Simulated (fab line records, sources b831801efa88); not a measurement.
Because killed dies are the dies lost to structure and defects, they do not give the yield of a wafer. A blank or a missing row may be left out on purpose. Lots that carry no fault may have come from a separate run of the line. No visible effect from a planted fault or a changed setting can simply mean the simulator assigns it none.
Struck lot and sound lot, side by side    flow sky130    14 out of 708 route steps
Sound: these wafers, L126.3, L126.5, L126.6. Wafers L118.2, L118.5, L118.6 were the ones struck. The cause comes at the end.
For every step that has rows: the tool of each side, followed by ch and its chambers, followed by its first start. Under that, the readings that differ: sound wafers    struck wafers    difference of the means    sigmas: that difference in standard deviations of wafers without a fault.
alike: same words and numbers on both sides, and readings whose means sit less than 2 such deviations apart. not compared: any withheld reading, any reading some wafer has no value for, any bound like >300 that may hide the same value, and any number with overlapping values for which the record gives no deviation.
A row with sigmas, a row that says differs or no value, or rows on one side alone: a step with any of these is where the two part. When numbers do not overlap yet have no deviation, they are printed without sigmas and do not part them. A reading missing from all wafers of one side parts the sides only when that side holds two or more wafers.

SKY_SONOS_TUNNEL_TW_MEAS_12:
  struck on film metro-03, day 15 07:44; sound on film metro-02, day 17 15:16
  alike: SONOS_TUNNEL_TW
then, 2 steps without rows for these wafers: SKY_SONOS_TUNNEL_CLEAN_13 (cleans in dHF, time 20 s); SKY_SONOS_ONO_OXIDATION_00 (stabilise 600 s, purge 300 s, target thk 2.6 nm).
SKY_SONOS_ONO_THK_MEAS_01:
  struck on film metro-04, day 15 09:10; sound on film metro-03, day 17 16:43
  alike: SONOS_ONO_OXIDATION_THK
then, 1 step without rows for these wafers: SKY_SONOS_ONO_CVD_02 (deposits Si3N4 from DCS/NH3, target thk 10.5 nm, time 180 s).
SKY_SONOS_ONO_THK_MEAS_03:
  struck on film metro-03, day 15 11:44; sound on film metro-03, day 17 18:31
  alike: SONOS_ONO_CVD_02_THK
then, 1 step without rows for these wafers: SKY_SONOS_ONO_CVD_04 (deposits SiO2 from SiH4/N2O, target thk 5.7199 nm).
SKY_SONOS_ONO_THK_MEAS_05:
  struck on film metro-01, day 15 13:02; sound on film metro-04, day 17 19:50
  alike: SONOS_ONO_CVD_04_THK
then, 4 steps without rows for these wafers: SKY_SONOS_ONO_DEHYDRATE_06 (time 60 s); SKY_SONOS_ONO_HMDS_07 (prime time 60 s); SKY_SONOS_ONO_COAT_08 (resist thk 1140 nm); SKY_SONOS_ONO_SOFTBAKE_09 (time 60 s).
SKY_SONOS_ONO_EXPOSE_10: exposes mask ONOM, target cd 410 nm.
  sound on iline stepper-02 ch 0, day 18 11:19; struck on iline stepper-01, day 16 02:40
  no value came back on the struck wafers for exposure dose mJ cm2, focus offset nm (nm); on the sound wafers exposure dose mJ cm2 reads 150.02 149.85 149.88
  alike: mask
following that, these wafers have no rows for 1 step: SKY_SONOS_ONO_PEB_11.

## WHERE THEY PART
Within this record, at SKY_SONOS_ONO_EXPOSE_10 only.

WHY: the cause the simulator had injected
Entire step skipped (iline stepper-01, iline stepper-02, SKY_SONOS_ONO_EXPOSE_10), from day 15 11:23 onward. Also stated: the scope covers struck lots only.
